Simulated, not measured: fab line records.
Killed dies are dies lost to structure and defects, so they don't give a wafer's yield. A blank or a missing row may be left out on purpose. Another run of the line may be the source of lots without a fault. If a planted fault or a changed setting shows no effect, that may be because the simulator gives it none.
The same fault as seen by 2 desks    flow sky130    each desk holds nothing but its own numbers, with what lay behind them at the end

== METROLOGY DESK ==
Lot by lot, what the gauges showed, no matter which tool ran the lot: averages of those sampled wafers that carry a number. The brackets show how far a lot's mean lies from the usual mean; more than 4 standard deviations puts the lot out of limits, marked OUT.
Columns: A = NWELL_00_OVL at SKY_NWELL_OVL_MEAS_10, usual 1.5 nm; B = VT_ADJUST_HVTP_TW at SKY_VT_ADJUST_HVTP_TW_MEAS_11, usual 1365; C = VT_ADJUST_LVTN_OVL at SKY_VT_ADJUST_LVTN_OVL_MEAS_07, usual -0.2 nm
lot   first seen here  A    B                C
L875  day 4 14:54      2.6  1378             -1.0
L876  day 5 00:22      1.2  1373             0.0
L883  day 6 07:37      1.0  1396             0.6
L886  day 7 04:17      2.9  1419 (+4.1) OUT  0.8
L887  day 7 10:37      1.9  1379             -1.0
L889  day 7 21:13      1.6  1371             1.8
L892  day 8 16:34      2.7  1354             -0.2
L893  day 8 22:01      0.2  1349             -0.5
L895  day 9 09:09      0.7  1347             0.3
L896  day 9 16:48      0.8  1342             -1.4
L897  day 9 23:05      0.8  1350             1.0
L898  day 10 06:50     2.8  1377             -0.3
Per this desk, out of limits: L886; the first was L886, day 8 22:51 (VT_ADJUST_HVTP_TW at SKY_VT_ADJUST_HVTP_TW_MEAS_11). In limits: L875, L876, L883, L887, L889, L892, L893, L895, L896, L897, L898.

== FOR THE TOOL OWNER'S DESK: implanter-04 ==
The tool's own readings at SKY_VT_ADJUST_HVTP_IMPLANT_09, given as means over the sampled wafers that have a number, one for each lot that went through this tool. The brackets show how far a lot's mean lies from the usual mean; more than 4 standard deviations puts the lot out of limits, marked OUT.
Columns: A = beamOnS at SKY_VT_ADJUST_HVTP_IMPLANT_09, usual 9.96 s; B = faradayCurrentUA at SKY_VT_ADJUST_HVTP_IMPLANT_09, usual 24.3
lot   first seen here  A                 B
L883  day 7 23:10      11.03 (+5.6) OUT  22.0 (-5.2) OUT
L886  day 8 22:39      11.11 (+6.1) OUT  21.9 (-5.5) OUT
L898  day 12 06:46     10.07             24.1
This desk's verdict: out of limits on L883, L886, starting with L883 at day 7 23:10 (beamOnS at SKY_VT_ADJUST_HVTP_IMPLANT_09). In limits: L898.

== ALL TOGETHER ==
An alarm could have come from the tool owner's desk at day 7 23:10, on L883, L886.
On L886, the metrology desk was in a position to raise an alarm at day 8 22:51.
The metrology desk has L883 on record, within its limits.
The lots listed all ran SKY_VT_ADJUST_HVTP_IMPLANT_09 on implanter-04.

== WHAT WAS PUT IN BY THE SIMULATOR ==
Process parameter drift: implanter-04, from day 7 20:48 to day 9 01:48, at SKY_VT_ADJUST_HVTP_IMPLANT_09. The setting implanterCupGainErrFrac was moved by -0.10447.
Lots struck among those shown: L883, L886.
Counting hours from when the fault started, the first reading out of limits came at 2 for the tool owner's desk and at 26 for the metrology desk.
